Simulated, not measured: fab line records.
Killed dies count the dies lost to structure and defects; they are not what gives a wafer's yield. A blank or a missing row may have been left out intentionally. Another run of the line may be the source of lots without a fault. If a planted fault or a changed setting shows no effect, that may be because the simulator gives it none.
fab line records | flow sky130
record lots=6 wafers=18 last-day=50
route steps=708 shown SONOS_ONO@175 GATE_OXIDE@187 PAD_OPEN@708
lots that met no fault: from a run of the same line without faults
start-h: hours from the record's first day to the start of the lot's first wafer shown | wait-h: hours since the lot's step before | " repeats the value in the row above | L1.1+2: several wafers, shown together as one row | - no value, or no start was given | * or withheld: withheld | < > ~ a bound
route shown NAME@n: names a module that has steps shown in the file, with the first one's number in the route | usual: mean/standard deviation taken from wafers without a fault | same: alike in all rows | chamber/n: place in a boat | sites: readings site by site | _std_site: standard deviation of those values | _edge_site: inner sites' mean taken away from outer sites' mean | radius-mm: for every site, how far away it sits from the centre of the wafer | mask NAME#n: copy n | behind: tool/chamber where the wafer was last shaped | hold: what put the lot on hold/how long, in hours/how the hold closed | device: whichever transistor did not switch (one of n, p or np) | end of line: the route-end tests of the same wafers | where a step has no rows: the recipe by itself | killed: dies lost to structure and defects at the first sort, not the wafer's yield | map: a wafer's dies, x killed, . not, _ none there
set.NAME: the setting that was run; set.NAME@STEP: the one run at that earlier step | model.NAME: the simulator's own value behind a step, which no gauge read
a table for each step, a row for each wafer; lots at some steps of the route
services: when a tool's chamber went out of use (start-h, in hours from the record's first day, below 0 if earlier), for how many hours, and the reason
## steps
# step SKY_SONOS_ONO_HMDS_07
# recipe prime-time-s=60 prime-temp-c=120
# step SKY_SONOS_ONO_COAT_08
# recipe resist=NOVOLAK spin-rpm=3000 resist-thk-nm=1140
# step SKY_SONOS_ONO_SOFTBAKE_09
# recipe temp-c=90 time-s=60 resist=NOVOLAK
# step SKY_SONOS_ONO_EXPOSE_10
# recipe mask-id=ONOM target-cd-nm=410 na=0.6 source-shape=conventional sigma-outer=0.6 dose-mj=150
# step SKY_SONOS_ONO_PEB_11
# recipe temp-c=withheld time-s=* resist=NOVOLAK
# step SKY_SONOS_ONO_DEVELOP_12
# recipe develop-time-s=60 dev-temp-c=23
# step SKY_SONOS_ONO_CD_MEAS_13
# recipe target-cd-nm=410
# usual cd-nm=410.0/2.1
# columns lot.wafer tool chamber start-h wait-h cd-nm
L274.1 cd-sem-01 - 334.87 0.1 409.4
L274.5 " - " " 408.1
L274.6 " - " " 409.6
L277.1 cd-sem-02 - 349.85 0.1 409.7
L277.2 " - " " 409.9
L277.6 " - " " 409.0
L278.1 cd-sem-02 - 359.27 0.1 409.8
L278.2 " - " " 407.7
L278.3 " - " " 409.7
L280.1 cd-sem-02 - 390.15 0.1 408.6
L280.2 " - " " 411.4
L280.5 " - " " 411.0
L284.4 cd-sem-02 - 418.29 0.1 414.3
L284.5 " - " " 412.2
L284.6 " - " " 413.2
L291.1 cd-sem-02 - 470.08 0.1 410.0
L291.2 " - " " 410.9
L291.5 " - " " 409.9
# step SKY_SONOS_ONO_OVL_MEAS_14
# usual SONOS_ONO_OVL=0.2/1.3
# columns lot.wafer tool chamber start-h wait-h SONOS_ONO_OVL[nm]
L274.1 overlay-02 - 334.99 0.1 0.4
L274.5 " - " " 0.8
L274.6 " - " " 1.3
L277.1 overlay-01 - 349.97 0.1 1.2
L277.2 " - " " 0.1
L277.6 " - " " -0.5
L278.1 overlay-01 - 359.39 0.1 -0.6
L278.2 " - " " -1.0
L278.3 " - " " 0.2
L280.1 overlay-01 - 390.27 0.1 1.0
L280.2 " - " " 0.6
L280.5 " - " " 2.0
L284.4 overlay-02 - 418.37 0.1 1.1
L284.5 " - " " -0.2
L284.6 " - " " 0.7
L291.1 overlay-02 - 470.20 0.1 2.4
L291.2 " - " " 3.1
L291.5 " - " " 1.5
# step SKY_SONOS_ONO_ETCH_15
# recipe target-depth-nm=19.52 chemistry=CHF3/O2 source-w=600 bias-w=200 pressure-mtorr=40 chf3-flow-sccm=50 O2_flow_sccm=5 time-s=7.8
# usual drypump-motor-current-A=5.8/0.48 oes-product-au=0.999/0.0089 rf-fwd-power-W=588.5/3 throttle-valve-pct=8.825/0.0094
# columns lot.wafer tool chamber start-h wait-h drypump-motor-current-A oes-product-au rf-fwd-power-W rf-hours-counter-h throttle-valve-pct
L274.1 rie-diel-01 3 335.03 0.0 6.1 0.997 587.4 21 8.837
L274.5 " 1 " " 6.1 1.000 591.9 - 8.842
L274.6 " 3 " " 6.1 0.998 588.4 - 8.824
L277.1 rie-diel-02 3 350.01 0.0 5.2 1.004 590.3 4 8.817
L277.2 " 0 " " 5.0 1.007 591.3 45 8.838
L277.6 " 2 " " 5.5 1.008 588.2 - 8.815
L278.1 rie-diel-02 2 359.43 0.0 5.5 1.003 590.4 12 8.821
L278.2 " 0 " " 5.0 1.020 590.5 46 8.840
L278.3 " 1 " " 6.6 0.999 589.4 4 8.838
L280.1 rie-diel-04 2 390.31 0.0 5.9 0.999 590.5 12 8.824
L280.2 " 1 " " 6.0 0.988 591.5 107 8.822
L280.5 " 2 " " 5.9 0.987 588.9 - 8.836
L284.4 rie-diel-01 3 418.40 0.0 6.1 0.988 588.0 - 8.826
L284.5 " 0 " " 6.0 0.984 584.2 - 8.810
L284.6 " 1 " " 6.1 0.997 593.1 - 8.823
L291.1 rie-diel-04 0 470.24 0.0 5.2 0.997 589.4 34 8.818
L291.2 " 3 " " 6.1 0.996 590.8 3 8.832
L291.5 " 1 " " 6.0 0.987 590.9 - 8.824
# step SKY_SONOS_ONO_WET_ETCH_16
# recipe chemistry=dHF target-depth-nm=14 dry=n2-spin target=SiO2 dilution=100:1 temp-c=25 time-s=280
# step SKY_SONOS_ONO_STRIP_17
# recipe chemistry=O2/N2 power-w=1400 pressure-mtorr=1500 platen-temp-c=withheld o2-flow-sccm=3000 n2-flow-sccm=300 overash-fraction=0.5
# usual drypump-motor-current-A=5.6/0.46 oes-product-au=0.710/0.0047 strip-time-to-endpoint-s=14.13/0.047
# columns lot.wafer tool chamber start-h wait-h drypump-motor-current-A oes-product-au rf-hours-counter-h strip-time-to-endpoint-s
L274.1 plasma-asher-03 0 335.13 0.0 5.6 0.714 21 14.05
L274.5 " 0 " " 5.6 0.705 - 14.03
L274.6 " 1 " " 5.1 0.713 - 14.09
L277.1 plasma-asher-03 1 350.11 0.0 5.1 0.704 22 14.05
L277.2 " 0 " " 5.6 0.716 22 14.02
L277.6 " 1 " " 5.1 0.723 - 14.08
L278.1 plasma-asher-02 1 359.53 0.0 6.4 0.706 58 14.17
L278.2 " 0 " " 5.3 0.711 58 14.14
L278.3 " 1 " " 6.3 0.707 - 14.16
L280.1 plasma-asher-02 0 390.41 0.0 5.3 0.711 61 14.11
L280.2 " 1 " " 6.3 0.703 61 14.13
L280.5 " 0 " " 5.3 0.703 - 14.16
L284.4 plasma-asher-02 1 418.54 0.0 6.3 0.710 - 14.16
L284.5 " 0 " " 5.3 0.711 - 14.14
L284.6 " 1 " " 6.4 0.709 - 14.12
L291.1 plasma-asher-02 0 470.35 0.0 5.3 0.712 68 14.12
L291.2 " 1 " " 6.3 0.705 68 14.13
L291.5 " 1 " " 6.3 0.706 - 14.10
# step SKY_SONOS_ONO_WET_ETCH_18
# recipe chemistry=H3PO4 target-depth-nm=15 target=Si3N4 temp-c=160 time-s=172
# step SKY_GATE_OXIDE_CLEAN_00
# recipe chemistry=SC1/SC2 mix=1:4:20 temp-c=70 time-s=150 dry=n2-spin
# usual run-length-s=179/3.8
# columns lot.wafer tool chamber start-h wait-h run-length-s model.SiO2_of_SONOS_ONO_CVD_04.thk-nm
L274.1 wet-bench-02 0 335.29 0.0 177 4.992
L274.5 " 0 " " 177 5.02
L274.6 " 0 " " 177 4.881
L277.1 wet-bench-02 3 350.27 0.0 175 4.814
L277.2 " 3 " " 175 4.805
L277.6 " 3 " " 175 4.847
L278.1 wet-bench-02 1 359.70 0.0 78 5.536
L278.2 " 1 " " 78 5.424
L278.3 " 1 " " 78 5.537
L280.1 wet-bench-02 1 390.57 0.0 70 5.237
L280.2 " 1 " " 70 5.386
L280.5 " 1 " " 70 5.235
L284.4 wet-bench-01 3 418.66 0.0 181 4.984
L284.5 " 3 " " 181 4.998
L284.6 " 3 " " 181 4.941
L291.1 wet-bench-01 1 470.50 0.0 175 4.761
L291.2 " 1 " " 175 4.672
L291.5 " 1 " " 175 4.819
# step SKY_GATE_OXIDE_OXIDATION_01
# recipe temp-c=900 ambient=O2 stabilise-s=600 purge-s=300 target-thk-a=102.68 ox-time-s=1473
# step SKY_GATE_OXIDE_THK_MEAS_02
# recipe reads=SiO2_of_GATE_OXIDE_OXIDATION_01
# usual GATE_OXIDE_OXIDATION_00_THK=10.12/0.16
# columns lot.wafer tool chamber start-h wait-h GATE_OXIDE_OXIDATION_00_THK[nm]
L274.1 film-metro-03 - 338.23 0.0 10.60
L274.5 " - " " 10.14
L274.6 " - " " 10.40
L277.1 film-metro-01 - 359.59 0.0 10.02
L277.2 " - " " 10.29
L277.6 " - " " 10.08
L278.1 film-metro-04 - 365.21 0.0 10.30
L278.2 " - " " 10.29
L278.3 " - " " 10.18
L280.1 film-metro-03 - 398.91 0.0 9.83
L280.2 " - " " 10.05
L280.5 " - " " 9.85
L284.4 film-metro-03 - 421.74 0.0 10.14
L284.5 " - " " 10.06
L284.6 " - " " 10.12
L291.1 film-metro-03 - 472.40 0.0 10.16
L291.2 " - " " 10.21
L291.5 " - " " 10.08
# step SKY_GATE_OXIDE_DEHYDRATE_03
# recipe temp-c=200 time-s=60
# step SKY_GATE_OXIDE_HMDS_04
# recipe prime-time-s=60 prime-temp-c=120
# step SKY_GATE_OXIDE_COAT_05
# recipe resist=NOVOLAK spin-rpm=3000 resist-thk-nm=1140
# step SKY_GATE_OXIDE_SOFTBAKE_06
# recipe temp-c=90 time-s=60 resist=NOVOLAK
# step SKY_GATE_OXIDE_EXPOSE_07
# recipe mask-id=LVOM na=0.6 source-shape=conventional sigma-outer=0.6 polarization=unpolarized target-cd-nm=600 dose-mj=170
# step SKY_GATE_OXIDE_PEB_08
# recipe temp-c=withheld time-s=* resist=NOVOLAK
# step SKY_GATE_OXIDE_DEVELOP_09
# recipe resist=NOVOLAK developer=TMAH develop-time-s=60 dev-temp-c=23
# step SKY_GATE_OXIDE_OVL_MEAS_10
# usual GATE_OXIDE_OVL=-0.6/1.3
# columns lot.wafer tool chamber start-h wait-h GATE_OXIDE_OVL[nm]
L274.1 overlay-02 - 364.88 0.1 -0.8
L274.5 " - " " -0.2
L274.6 " - " " -1.9
L277.1 overlay-02 - 387.18 0.1 -0.2
L277.2 " - " " 0.5
L277.6 " - " " -0.6
L278.1 overlay-01 - 392.93 0.1 -3.2
L278.2 " - " " -2.5
L278.3 " - " " -1.9
L280.1 overlay-02 - 427.40 0.1 -0.3
L280.2 " - " " -0.8
L280.5 " - " " -1.6
L284.4 overlay-02 - 452.39 0.1 1.5
L284.5 " - " " 0.8
L284.6 " - " " 1.2
L291.1 overlay-01 - 502.90 0.1 -1.0
L291.2 " - " " -1.2
L291.5 " - " " -0.9
# step SKY_GATE_OXIDE_IMPLANT_11
# recipe species=B energy-kev=10 dose-cm2=2.6e+12 tilt-deg=withheld
# step SKY_GATE_OXIDE_WET_ETCH_12
# recipe chemistry=dHF target-depth-nm=16.8 dry=n2-spin target=SiO2 dilution=100:1 temp-c=25 time-s=336
# step SKY_GATE_OXIDE_STRIP_13
# recipe chemistry=O2/N2 power-w=1400 pressure-mtorr=1500 platen-temp-c=withheld o2-flow-sccm=3000 n2-flow-sccm=300 overash-fraction=0.5
# usual drypump-motor-current-A=5.7/0.5 oes-product-au=0.716/0.0044 strip-time-to-endpoint-s=14.19/0.038
# columns lot.wafer tool chamber start-h wait-h drypump-motor-current-A oes-product-au rf-hours-counter-h strip-time-to-endpoint-s
L274.1 plasma-asher-01 1 365.16 0.0 6.1 0.722 69 14.18
L274.5 " 0 " " 5.4 0.711 - 14.21
L274.6 " 1 " " 6.1 0.715 - 14.20
L277.1 plasma-asher-03 0 387.46 0.0 5.6 0.719 26 14.18
L277.2 " 1 " " 5.1 0.709 26 14.17
L277.6 " 0 " " 5.6 0.716 - 14.16
L278.1 plasma-asher-04 0 393.23 0.0 5.3 0.724 65 14.23
L278.2 " 1 " " 6.4 0.723 65 14.22
L278.3 " 0 " " 5.3 0.717 - 14.21
L280.1 plasma-asher-03 1 427.69 0.0 5.1 0.713 30 14.17
L280.2 " 0 " " 5.6 0.717 30 14.20
L280.5 " 1 " " 5.1 0.708 - 14.16
L284.4 plasma-asher-01 0 452.70 0.0 5.3 0.708 - 14.30
L284.5 " 1 " " 6.1 0.715 - 14.26
L284.6 " 0 " " 5.3 0.714 - 14.22
L291.1 plasma-asher-03 1 503.19 0.0 5.1 0.714 38 14.18
L291.2 " 0 " " 5.6 0.715 38 14.25
L291.5 " 1 " " 5.1 0.719 - 14.20
# step SKY_GATE_OXIDE_TW_MEAS_14
# usual GATE_OXIDE_TW=224/4.2
# columns lot.wafer tool chamber start-h wait-h GATE_OXIDE_TW
L274.1 film-metro-03 - 365.26 0.1 227
L274.5 " - " " 228
L274.6 " - " " 228
L277.1 film-metro-03 - 387.56 0.1 227
L277.2 " - " " 229
L277.6 " - " " 228
L278.1 film-metro-04 - 393.33 0.1 224
L278.2 " - " " 225
L278.3 " - " " 223
L280.1 film-metro-01 - 427.79 0.1 218
L280.2 " - " " 217
L280.5 " - " " 218
L284.4 film-metro-01 - 452.79 0.1 217
L284.5 " - " " 218
L284.6 " - " " 217
L291.1 film-metro-03 - 503.29 0.1 228
L291.2 " - " " 228
L291.5 " - " " 228
# step SKY_GATE_OXIDE_CLEAN_15
# recipe chemistry=SC1/SC2 mix=1:4:20 temp-c=70 time-s=150 dry=n2-spin
# usual run-length-s=177/3.5
# columns lot.wafer tool chamber start-h wait-h run-length-s model.SiO2_of_SONOS_ONO_CVD_04.thk-nm
L274.1 wet-bench-02 2 365.32 0.1 182 4.301
L274.5 " 2 " " 182 4.333
L274.6 " 2 " " 182 4.194
L277.1 wet-bench-01 3 387.62 0.1 173 4.136
L277.2 " 3 " " 173 4.123
L277.6 " 3 " " 173 4.171
L278.1 wet-bench-01 1 393.39 0.1 182 4.867
L278.2 " 1 " " 182 4.755
L278.3 " 1 " " 182 4.868
L280.1 wet-bench-01 0 427.85 0.1 175 4.56
L280.2 " 0 " " 175 4.712
L280.5 " 0 " " 175 4.558
L284.4 wet-bench-01 2 452.82 0.0 177 4.31
L284.5 " 2 " " 177 4.323
L284.6 " 2 " " 177 4.266
L291.1 wet-bench-01 2 503.35 0.1 178 4.073
L291.2 " 2 " " 178 3.986
L291.5 " 2 " " 178 4.137
# step SKY_GATE_OXIDE_OXIDATION_16
# recipe temp-c=800 ambient=O2 idle-temp-c=700 ramp-up-c-per-min=10 ramp-down-c-per-min=3 stabilise-s=600 purge-s=300 target-thk-a=35.7 ox-time-s=1915
# step SKY_PAD_OPEN_PROBE_99
# usual killed_at_M0_to_M3=43/7.1 killed_at_M4_up=3.2/1.7 killed-at-contacts=24/5.6 killed-at-front-end=16/5 killed-at-other=0.4/0.68 killed-dies=86/9.3 killed-open=47/7.1 killed-short=39/5.7
# same gross-dies=492 killed-at-back-side=0
# columns lot.wafer tool chamber start-h wait-h killed_at_M0_to_M3 killed_at_M4_up killed-at-contacts killed-at-front-end killed-at-other killed-dies killed-open killed-short model.etest.cap-thick-oxide.gate-bv-v model.etest.cap-ono.gate-log10-a-cm2 model.etest.cap-ono.gate-bv-v model.etest.cap-ono.tox-acc-nm model.etest.sonos-programmed.vt-v model.etest.sonos-erased.vt-v model.etest.sonos-baked.vt-v model.etest.sonos-programmed.off-log10-a-um
L274.1 prober-01 - 1116.85 0.1 48 5 22 12 0 87 46 41 16.66 -8.04 16.78 12.99 1.402 -2.204 0.9207 -13.91
L274.5 prober-01 - 1117.05 0.2 56 3 25 23 0 107 57 50 15.32 -8.091 16.5 13.06 1.35 -2.212 0.9073 -13.9
L274.6 prober-01 - 1117.10 0.2 44 1 20 15 0 80 47 33 15.94 -7.787 16.01 12.8 1.494 -2.305 0.954 -14.05
L277.1 prober-02 - 1135.20 0.1 40 2 13 13 1 69 41 27 15.43 -7.733 16.3 12.7 1.539 -2.333 0.9869 -13.79
L277.2 prober-02 - 1135.25 0.1 46 4 12 13 0 75 44 31 15.66 -7.78 16.02 12.77 1.495 -2.325 0.9919 -13.98
L277.6 prober-02 - 1135.45 0.2 51 2 24 12 1 90 52 38 15.11 -7.694 15.98 12.78 1.51 -2.361 0.9554 -13.99
L278.1 prober-01 - 1139.91 0.1 38 3 27 17 0 85 42 43 14.01 -8.553 16.81 13.37 1.193 -2.003 0.7807 -13.9
L278.2 prober-01 - 1139.96 0.1 44 4 14 15 1 78 47 31 13.6 -8.643 17.15 13.38 1.137 -2.005 0.739 -13.78
L278.3 prober-01 - 1140.01 0.2 42 3 26 11 1 83 41 42 14.04 -8.815 16.95 13.51 1.091 -1.97 0.6737 -13.65
L280.1 prober-01 - 1154.29 0.1 38 8 17 10 0 73 34 39 13.28 -8.428 16.54 13.25 1.253 -1.982 0.8125 -14.07
L280.2 prober-01 - 1154.34 0.1 39 5 36 17 0 97 49 48 13.64 -8.673 16.31 13.46 1.14 -1.918 0.7659 -13.8
L280.5 prober-01 - 1154.49 0.2 55 2 32 14 0 103 61 41 13.8 -8.584 16.23 13.39 1.205 -1.954 0.7877 -13.98
L284.4 prober-02 - 1169.24 0.2 49 4 25 20 0 98 48 50 15.66 -7.913 15.84 12.9 1.437 -2.279 0.8864 -14.07
L284.5 prober-02 - 1169.29 0.2 50 2 27 13 0 92 57 35 15.7 -7.911 16.58 12.87 1.435 -2.272 0.9047 -13.96
L284.6 prober-02 - 1169.34 0.2 47 2 23 18 0 90 49 41 15.35 -7.805 16.14 12.8 1.52 -2.351 0.9342 -13.96
L291.1 prober-01 - 1198.94 0.1 32 8 26 12 1 79 37 42 16.01 -7.793 15.86 12.78 1.512 -2.289 0.9865 -13.95
L291.2 prober-01 - 1198.99 0.1 52 3 29 17 0 101 53 48 15.28 -7.57 15.62 12.55 1.571 -2.398 1.037 -13.92
L291.5 prober-01 - 1199.14 0.2 37 5 25 18 0 85 51 34 15.43 -7.726 16.87 12.75 1.499 -2.317 0.9969 -14.02
# killed by level:class
L274.1 LI_CONTACT:geometric-particle:open=11 METAL2:geometric-particle:short=8 METAL1:geometric-particle:short=8 VIA1:geometric-particle:short=8 VIA1:geometric-particle:open=8 CONTACT:geometric-particle:open=7 VIA2:geometric-particle:open=5 FIELD_ISO:geometric-particle:short=4
L274.5 VIA1:geometric-particle:open=13 METAL1:geometric-particle:short=11 FIELD_ISO:geometric-particle:open=10 VIA1:geometric-particle:short=10 LI_CONTACT:geometric-particle:open=9 CONTACT:geometric-particle:open=6 VIA3:geometric-particle:open=5 VIA2:geometric-particle:open=5
L274.6 VIA1:geometric-particle:open=10 CONTACT:geometric-particle:open=8 VIA3:geometric-particle:open=7 LI_CONTACT:geometric-particle:open=6 VIA1:geometric-particle:short=6 FIELD_ISO:geometric-particle:open=5 FIELD_ISO:geometric-particle:short=5 VIA2:geometric-particle:open=5
L277.1 VIA2:geometric-particle:open=11 VIA1:geometric-particle:open=7 CONTACT:geometric-particle:open=6 METAL1:geometric-particle:short=5 VIA3:geometric-particle:open=5 CONTACT:geometric-particle:short=4 FIELD_ISO:geometric-particle:short=3 POLY_GATE:geometric-particle:short=3
L277.2 VIA1:geometric-particle:open=12 VIA2:geometric-particle:open=8 LI_CONTACT:geometric-particle:open=5 VIA3:geometric-particle:open=5 VIA3:geometric-particle:short=4 METAL4:geometric-particle:short=4 FIELD_ISO:geometric-particle:short=3 FIELD_ISO:geometric-particle:open=3
L277.6 VIA1:geometric-particle:open=13 LI_CONTACT:geometric-particle:open=11 VIA2:geometric-particle:open=9 METAL1:geometric-particle:short=7 METAL2:geometric-particle:short=7 CONTACT:geometric-particle:open=5 FIELD_ISO:geometric-particle:open=4 POLY_GATE:geometric-particle:short=3
L278.1 LI_CONTACT:geometric-particle:open=8 CONTACT:geometric-particle:open=7 METAL2:geometric-particle:short=6 CONTACT:geometric-particle:short=6 VIA1:geometric-particle:open=6 VIA2:geometric-particle:open=6 FIELD_ISO:geometric-particle:open=5 FIELD_ISO:geometric-particle:short=4
L278.2 VIA1:geometric-particle:open=14 VIA1:geometric-particle:short=6 POLY_GATE:geometric-particle:open=5 LI_CONTACT:geometric-particle:open=5 METAL2:geometric-particle:open=5 VIA2:geometric-particle:open=4 METAL1:geometric-particle:short=4 CONTACT:geometric-particle:short=3
L278.3 VIA1:geometric-particle:open=12 CONTACT:geometric-particle:short=8 CONTACT:geometric-particle:open=7 METAL1:geometric-particle:short=6 VIA1:geometric-particle:short=5 FIELD_ISO:geometric-particle:short=4 LI_CONTACT:geometric-particle:short=4 LOCAL_INTERCONNECT:geometric-particle:short=4
L280.1 CONTACT:geometric-particle:open=6 METAL1:geometric-particle:short=6 VIA1:geometric-particle:short=5 METAL2:geometric-particle:short=5 VIA2:geometric-particle:open=5 POLY_GATE:geometric-particle:open=4 VIA1:geometric-particle:open=4 METAL4:geometric-particle:short=4
L280.2 CONTACT:geometric-particle:open=11 LOCAL_INTERCONNECT:geometric-particle:short=10 VIA1:geometric-particle:open=9 LI_CONTACT:geometric-particle:open=8 VIA2:geometric-particle:open=7 FIELD_ISO:geometric-particle:open=5 METAL2:geometric-particle:short=5 METAL4:geometric-particle:short=5
L280.5 CONTACT:geometric-particle:open=16 VIA1:geometric-particle:open=12 METAL1:geometric-particle:short=9 VIA3:geometric-particle:open=9 METAL2:geometric-particle:short=6 POLY_GATE:geometric-particle:open=5 LI_CONTACT:geometric-particle:open=5 VIA1:geometric-particle:short=5
L284.4 VIA1:geometric-particle:open=15 CONTACT:geometric-particle:open=8 METAL1:geometric-particle:short=8 VIA1:geometric-particle:short=8 FIELD_ISO:geometric-particle:short=7 CONTACT:geometric-particle:short=5 LI_CONTACT:geometric-particle:open=5 VIA2:geometric-particle:open=5
L284.5 CONTACT:geometric-particle:open=11 VIA2:geometric-particle:open=10 VIA3:geometric-particle:open=9 LI_CONTACT:geometric-particle:open=7 METAL1:geometric-particle:short=7 LOCAL_INTERCONNECT:geometric-particle:short=5 VIA1:geometric-particle:short=5 VIA1:geometric-particle:open=5
L284.6 LI_CONTACT:geometric-particle:open=8 VIA1:geometric-particle:open=8 VIA2:geometric-particle:short=7 POLY_GATE:geometric-particle:open=6 POLY_GATE:geometric-particle:short=6 CONTACT:geometric-particle:short=6 CONTACT:geometric-particle:open=6 VIA1:geometric-particle:short=6
L291.1 CONTACT:geometric-particle:open=7 METAL1:geometric-particle:short=6 FIELD_ISO:geometric-particle:open=5 LI_CONTACT:geometric-particle:open=5 LOCAL_INTERCONNECT:geometric-particle:short=5 VIA1:geometric-particle:open=5 METAL2:geometric-particle:short=5 VIA2:geometric-particle:open=5
L291.2 VIA1:geometric-particle:open=12 METAL2:geometric-particle:short=8 LI_CONTACT:geometric-particle:open=7 CONTACT:geometric-particle:open=7 VIA1:geometric-particle:short=6 VIA2:geometric-particle:open=6 FIELD_ISO:geometric-particle:short=5 CONTACT:geometric-particle:short=5
L291.5 LI_CONTACT:geometric-particle:open=14 VIA1:geometric-particle:open=14 FIELD_ISO:geometric-particle:short=6 VIA2:geometric-particle:open=6 METAL3:geometric-particle:short=6 METAL4:geometric-particle:short=5 LI_CONTACT:geometric-particle:short=4 VIA3:geometric-particle:open=4
## services
# columns tool chamber start-h hours kind
rie-diel-01 2 326.74 - clean
rie-diel-01 2 326.74 17.2 scheduled-down
rie-diel-01 2 326.74 17.2 vent-cycle
plasma-asher-02 - 330.31 2.3 repair
rie-diel-01 - 341.06 0.5 repair
rie-diel-02 - 346.66 0.3 repair
rie-diel-02 3 352.89 8.4 repair
plasma-asher-01 - 370.61 1.4 repair
plasma-asher-02 - 379.06 1.5 repair
rie-diel-02 - 392.64 0.3 repair
rie-diel-04 1 400.10 - clean
rie-diel-04 1 400.10 29.1 scheduled-down
rie-diel-04 1 400.10 29.1 vent-cycle
rie-diel-01 2 404.50 18.0 repair
plasma-asher-01 - 421.29 9.0 pm
plasma-asher-01 0 421.29 9.0 vent-cycle
plasma-asher-01 1 421.29 9.0 vent-cycle
rie-diel-02 3 424.73 4.0 repair
plasma-asher-01 0 430.29 - clean
plasma-asher-01 1 430.29 - clean
plasma-asher-02 - 455.62 10.8 repair
rie-diel-02 2 455.67 9.0 repair
rie-diel-02 0 474.45 3.8 repair
plasma-asher-02 - 497.04 0.8 repair
## key
first-sign step=SKY_GATE_OXIDE_CLEAN_00 reading=run-length-s direction=down sigmas=28 usual=* struck=*
effect none on later readings
model-effect step=SKY_GATE_OXIDE_CLEAN_00 value=SiO2_of_SONOS_ONO_CVD_04.thk-nm without=4.913 struck=5.393
model-effect step=SKY_GATE_OXIDE_CLEAN_15 value=SiO2_of_SONOS_ONO_CVD_04.thk-nm without=4.24 struck=4.72
model-effect step=SKY_PAD_OPEN_PROBE_99 value=etest.cap-thick-oxide.gate-bv-v without=15.4 struck=13.73
met-at SKY_GATE_OXIDE_CLEAN_00
struck-wafers L278.1,L278.2,L278.3,L280.1,L280.2,L280.5
tester-left-out L278,L280
onset-between 350.27 359.70
fault kind=process-parameter-drift tool=wet-bench-02 chamber=- onset-h=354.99 steps=SKY_GATE_OXIDE_CLEAN_00 channel=time-s offset=* shape=step end-h=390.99 acts-in=* stated=*
# tester-left-out: of these lots the tester's yield and bins aren't shown, on N5 and GAA mostly nor the transistor test; their killed dies are dies lost to structure and defects alone, not to doping, threshold or leakage, so they don't give the yield
